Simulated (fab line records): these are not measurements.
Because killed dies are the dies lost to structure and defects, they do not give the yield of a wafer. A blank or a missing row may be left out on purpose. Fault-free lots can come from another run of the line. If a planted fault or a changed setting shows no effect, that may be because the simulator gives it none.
A lot that was struck, set against a sound lot + flow sky130 + 43 steps out of a route of 708
Sound: these wafers, L625.1, L625.3, L625.5. Struck: wafers L632.4, L632.5 (left out: L632.2, a lot-mate that was not struck); the cause follows at the end.
For every step that has rows: the tool of each side, followed by ch and its chambers, followed by its first start. Under that, the readings that differ: sound wafers + struck wafers + difference of the means + sigmas: that difference in standard deviations of wafers without a fault.
alike: same words and numbers on both sides, and readings whose means sit less than 2 such deviations apart. not compared: any withheld reading, any reading some wafer has no value for, any bound like >300 that may hide the same value, and any number with overlapping values for which the record gives no deviation.
A row with sigmas, a row that says differs or no value, or rows on one side alone: a step with any of these is where the two part. When numbers do not overlap yet have no deviation, they are printed without sigmas and do not part them. Lack of a reading on every wafer of one side parts them only where that side has two or more wafers.

SKY_SPACER_ETCHBACK_02: etches Si3N4 in CH3F/O2, stops on SiO2, time 46.7 s, target depth 45 nm.
  sound on rie-diel-03 ch 0,2,3, day 24 17:56; struck on rie-diel-04 ch 0,3, day 27 13:29
| reading                     | sound                | struck        | difference | sigmas |
|-----------------------------|----------------------|---------------|------------|--------|
| drypump-motor-current-A (A) | 5.2 5.2 5.2          | 6.6 5.8       | +1.0       | +2     |
| throttle-valve-pct (%)      | 10.571 10.570 10.564 | 10.551 10.551 | -0.017     | -2     |
  alike: bias-w, oes-product-au
  not compared: rf-hours-counter-h
then, 8 steps without rows for these wafers: SKY_POLY_CUT_DEHYDRATE_00 (time 60 s); SKY_POLY_CUT_HMDS_01 (prime time 60 s); SKY_POLY_CUT_COAT_02 (resist thk 60 nm); SKY_POLY_CUT_COAT_03 (resist thk 450 nm); SKY_POLY_CUT_SOFTBAKE_04 (time 90 s); SKY_POLY_CUT_EXPOSE_05 (exposes mask NPCM, target cd 270 nm); SKY_POLY_CUT_PEB_06; SKY_POLY_CUT_DEVELOP_07 (develop time 60 s).
SKY_POLY_CUT_CD_MEAS_08: the cd target is 270 nm.
  struck on cd-sem-01, day 28 17:33; sound on cd-sem-01, day 25 23:55
  alike: cd-nm
SKY_POLY_CUT_OVL_MEAS_09:
  struck on overlay-02, day 28 17:40; sound on overlay-02, day 26 00:02
  alike: POLY_CUT_OVL
SKY_POLY_CUT_ETCH_10: etches BARC in N2/H2, stops on SiO2, time 45.9 s, target depth 60 nm.
  sound on rie-diel-02 ch 1,2,3, day 26 00:04; struck on rie-diel-02 ch 2,3, day 28 17:41
  alike: bias-w, drypump-motor-current-A, oes-product-au, throttle-valve-pct
  not compared: rf-hours-counter-h
SKY_POLY_CUT_ETCH_11: etches Si3N4 in CF4/CH2F2/Ar, stops on poly-Si, time 42.5 s, target depth 60 nm.
  sound on rie-diel-02 ch 1,2,3, day 26 00:07; struck on rie-diel-02 ch 2,3, day 28 17:44
  alike: bias-w, ch2f2-flow-sccm, drypump-motor-current-A, oes-product-au, throttle-valve-pct
  not compared: rf-hours-counter-h
SKY_POLY_CUT_STRIP_12: strips in O2/N2.
  sound on plasma-asher-02 ch 0,1, day 26 00:10; struck on plasma-asher-04 ch 0, day 28 17:46
  alike: drypump-motor-current-A, oes-product-au, strip-time-to-endpoint-s
  not compared: rf-hours-counter-h
then, 7 steps without rows for these wafers: SKY_SD_P_DEHYDRATE_00 (time 60 s); SKY_SD_P_HMDS_01 (prime time 60 s); SKY_SD_P_COAT_02 (resist thk 1140 nm); SKY_SD_P_SOFTBAKE_03 (time 60 s); SKY_SD_P_EXPOSE_04 (exposes mask PSDM, target cd 380 nm); SKY_SD_P_PEB_05; SKY_SD_P_DEVELOP_06 (develop time 60 s).
SKY_SD_P_CD_MEAS_07: the cd target is 380 nm.
  struck on cd-sem-02, day 29 22:03; sound on cd-sem-01, day 27 04:05
  alike: cd-nm
SKY_SD_P_OVL_MEAS_08:
  struck on overlay-02, day 29 22:10; sound on overlay-01, day 27 04:12
| reading       | sound       | struck    | difference | sigmas |
|---------------|-------------|-----------|------------|--------|
| SD_P_OVL (nm) | 1.7 1.0 3.0 | -1.4 -0.8 | -3.0       | -2     |
next, for these wafers, 1 step has no rows: SKY_SD_P_IMPLANT_09.
SKY_SD_P_STRIP_10: strips in O2/N2.
  sound on plasma-asher-04 ch 0, day 27 04:23; struck on plasma-asher-04 ch 0,1, day 29 22:20
| reading                      | sound             | struck      | difference | sigmas |
|------------------------------|-------------------|-------------|------------|--------|
| strip-time-to-endpoint-s (s) | 17.56 17.52 17.57 | 17.46 17.42 | -0.11      | -2     |
  alike: drypump-motor-current-A, oes-product-au
  not compared: rf-hours-counter-h
SKY_SD_P_TW_MEAS_11:
  struck on film-metro-03, day 29 22:27; sound on film-metro-01, day 27 04:29
  alike: SD_P_TW
then, 8 steps without rows for these wafers: SKY_RES_XHIGH_DEHYDRATE_00 (time 60 s); SKY_RES_XHIGH_HMDS_01 (prime time 60 s); SKY_RES_XHIGH_COAT_02 (resist thk 1140 nm); SKY_RES_XHIGH_SOFTBAKE_03 (time 60 s); SKY_RES_XHIGH_EXPOSE_04 (exposes mask URPM, target cd 1270 nm); SKY_RES_XHIGH_PEB_05; SKY_RES_XHIGH_DEVELOP_06 (develop time 60 s); SKY_RES_XHIGH_IMPLANT_07.
SKY_RES_XHIGH_STRIP_08: strips in O2/N2.
  sound on plasma-asher-01 ch 0,1, day 28 08:29; struck on plasma-asher-02 ch 1, day 31 02:05
  alike: drypump-motor-current-A, oes-product-au, strip-time-to-endpoint-s
  not compared: rf-hours-counter-h
SKY_RES_XHIGH_TW_MEAS_09:
  struck on film-metro-02, day 31 02:11; sound on film-metro-02, day 28 08:35
  alike: RES_XHIGH_TW
then, 6 steps without rows for these wafers: SKY_SD_N_DEHYDRATE_00 (time 60 s); SKY_SD_N_HMDS_01 (prime time 60 s); SKY_SD_N_COAT_02 (resist thk 1140 nm); SKY_SD_N_SOFTBAKE_03 (time 60 s); SKY_SD_N_EXPOSE_04 (exposes mask NSDM, target cd 380 nm); SKY_SD_N_PEB_05.
-- record jumps: 18 days separate the struck wafers' starts on either side; left off in module SD_N, taken up again in module PAD_OPEN, whose first shown step is the route's number 708 --
SKY_PAD_OPEN_PROBE_99:
  struck on prober-01, day 48 20:39; sound on prober-02, day 46 22:03
| reading             | sound    | struck  | difference | sigmas |
|---------------------|----------|---------|------------|--------|
| killed-at-front-end | 15 11 23 | 178 146 | +146       | +35    |
| killed-dies         | 90 89 98 | 249 225 | +145       | +17    |
| killed-on-rim       | 14 19 26 | 62 50   | +36        | +10    |
  alike: killed_at_M0_to_M3, killed_at_M4_up, killed-at-contacts, killed-at-other, killed-open, killed-short

WHERE THEY PART
At SKY_SPACER_ETCHBACK_02 first; at SKY_PAD_OPEN_PROBE_99 last (within this record only).

WHY: the cause the simulator had injected
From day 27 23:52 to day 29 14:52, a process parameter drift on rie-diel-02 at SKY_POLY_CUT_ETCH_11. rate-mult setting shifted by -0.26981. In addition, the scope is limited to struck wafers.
